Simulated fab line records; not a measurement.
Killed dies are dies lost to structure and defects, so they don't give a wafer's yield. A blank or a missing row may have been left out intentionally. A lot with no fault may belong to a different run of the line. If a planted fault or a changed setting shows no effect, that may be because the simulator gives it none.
Struck lot and sound lot, side by side || flow sky130 || 15 steps out of a route of 708
Sound: the wafers L890.2, L890.4, L890.6. The struck wafers were L904.1, L904.4, L904.5. The cause comes at the end.
Each step with rows lists, per side, the tool, then ch with its chambers, then its first start. Under that, the readings that differ: sound wafers || struck wafers || difference of the means || sigmas: that difference in standard deviations of wafers without a fault.
alike: words and numbers the same on both sides, and readings whose means are apart by under 2 such deviations; not compared: readings that were withheld, readings missing a value for some wafer, numbers with overlapping values and no deviation given by the record, and bounds like >300 which may hide the same value.
The two part at a step that has a row with sigmas, a row that says differs or no value, or rows on one side only. Numbers that have no deviation but don't overlap get no sigmas and don't part them. A reading that every wafer of one side lacks parts them only if that side has two wafers or more.

first, 5 steps without rows for these wafers: SKY_LDD_HVP_COAT_02 (resist thk 300 nm); SKY_LDD_HVP_SOFTBAKE_03 (time 60 s); SKY_LDD_HVP_EXPOSE_04 (exposes mask HVPTM, target cd 700 nm); SKY_LDD_HVP_PEB_05; SKY_LDD_HVP_DEVELOP_06 (develop time 60 s).
SKY_LDD_HVP_OVL_MEAS_07:
  struck on overlay-02, day 29 00:52; sound on overlay-02, day 23 19:43
  alike: LDD_HVP_OVL
following that, these wafers have no rows for 1 step: SKY_LDD_HVP_IMPLANT_08.
SKY_LDD_HVP_STRIP_09: strips in O2/N2.
  sound on plasma_asher-04 ch 0,1, day 23 19:53; struck on plasma_asher-01 ch 0,1, day 29 01:02
  alike: drypump_motor_current_A, oes_product_au, strip_time_to_endpoint_s
  not compared: rf_hours_counter_h
SKY_LDD_HVP_TW_MEAS_10:
  struck on film_metro-02, day 29 01:08; sound on film_metro-03, day 23 20:00
  alike: LDD_HVP_TW
then, 3 steps without rows for these wafers: SKY_LDD_LDN_DEHYDRATE_00 (time 60 s); SKY_LDD_LDN_HMDS_01 (prime time 60 s); SKY_LDD_LDN_COAT_02 (resist thk 1140 nm).
SKY_LDD_LDN_SOFTBAKE_03: time 60 s.
  sound on litho_track-03 ch 0, day 24 10:29; struck on litho_track-04 ch 0, day 29 14:49
{"reading": "heater_power_total_W (W)", "sound": "56.64 56.60 56.67", "struck": "57.60 57.64 57.46", "difference": "+0.93", "sigmas": "+21"}
{"reading": "plate_temp_C (C)", "sound": "90.17 90.03 89.93", "struck": "91.45 91.21 91.20", "difference": "+1.24", "sigmas": "+10"}
then, 1 step without rows for these wafers: SKY_LDD_LDN_EXPOSE_04 (exposes mask LDNTM, target cd 700 nm).
-- record jumps: 21 days separate the struck wafers' starts on either side; left off in module LDD_LDN, taken up again in module PAD_OPEN, whose first shown step is the route's number 708 --
SKY_PAD_OPEN_PROBE_99:
  struck on prober-02, day 50 17:14; sound on prober-02, day 47 06:53
  alike: killed_at_M0_to_M3, killed_at_M4_up, killed_at_contacts, killed_at_front_end, killed_at_other, killed_dies, killed_on_rim, killed_open, killed_short

== WHERE THEY PART ==
Within this record, at SKY_LDD_LDN_SOFTBAKE_03 only. Later steps at which nothing parts them and some readings are alike: SKY_PAD_OPEN_PROBE_99.

WHY: what the simulator had put in
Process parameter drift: litho_track-04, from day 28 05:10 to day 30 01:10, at SKY_LDD_LDN_SOFTBAKE_03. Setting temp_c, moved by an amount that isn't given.
